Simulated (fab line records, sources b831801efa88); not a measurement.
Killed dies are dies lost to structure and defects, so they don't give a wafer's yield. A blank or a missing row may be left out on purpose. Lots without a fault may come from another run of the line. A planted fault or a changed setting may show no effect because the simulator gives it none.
Chamber matching | flow sky130 | SKY_POLY_GATE_ETCH_16 on rie_diel-04: 4 sister chambers
The step etches Si3N4 in CH3F/O2, stops on poly-Si, time 147.5 s, target depth 75 nm. 4 wafers are shown with their chamber, then 7 later ones without.

WAFERS WITH THEIR CHAMBER
wafer  | chamber | drypump_motor_current_A (A)
L271.3 | 0       | 5.9
L273.3 | 3       | 5.3
L281.2 | 2       | 5.1
L281.5 | 1       | 4.9

WAFERS WITHOUT THEIR CHAMBER
wafer  | drypump_motor_current_A (A)
L281.6 | 5.2
L283.1 | 4.9
L283.5 | 5.3
L283.6 | 5.2
L288.2 | 6.0
L288.3 | 5.3
L288.5 | 5.3

WHICH CHAMBER EACH WENT THROUGH
wafer  | from the rows above     | in truth
L281.6 | can't be placed: 3 or 2 | 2
L283.1 | 1                       | 1
L283.5 | 3                       | 3
L283.6 | can't be placed: 3 or 2 | 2
L288.2 | 0                       | 0
L288.3 | 3                       | 3
L288.5 | 3                       | 3
Placed correctly: 5 of 7. Can't be placed from these rows: 2 (the true chamber is among the candidates in 2). Placed wrongly: 0.
How it was worked out, from the rows above alone: a wafer's distance from a chamber is the root of the sum, over the readings, of the square of ((its reading less the chamber's mean) divided by the reading's scatter). The wafer belongs to the nearest chamber; if the next one is less than 2 further off, it can't be placed. A chamber's mean is the mean of its shown wafers. The scatter: with one shown wafer a chamber, the root of the mean of the squares of how far each hidden wafer lies from its nearest shown one.
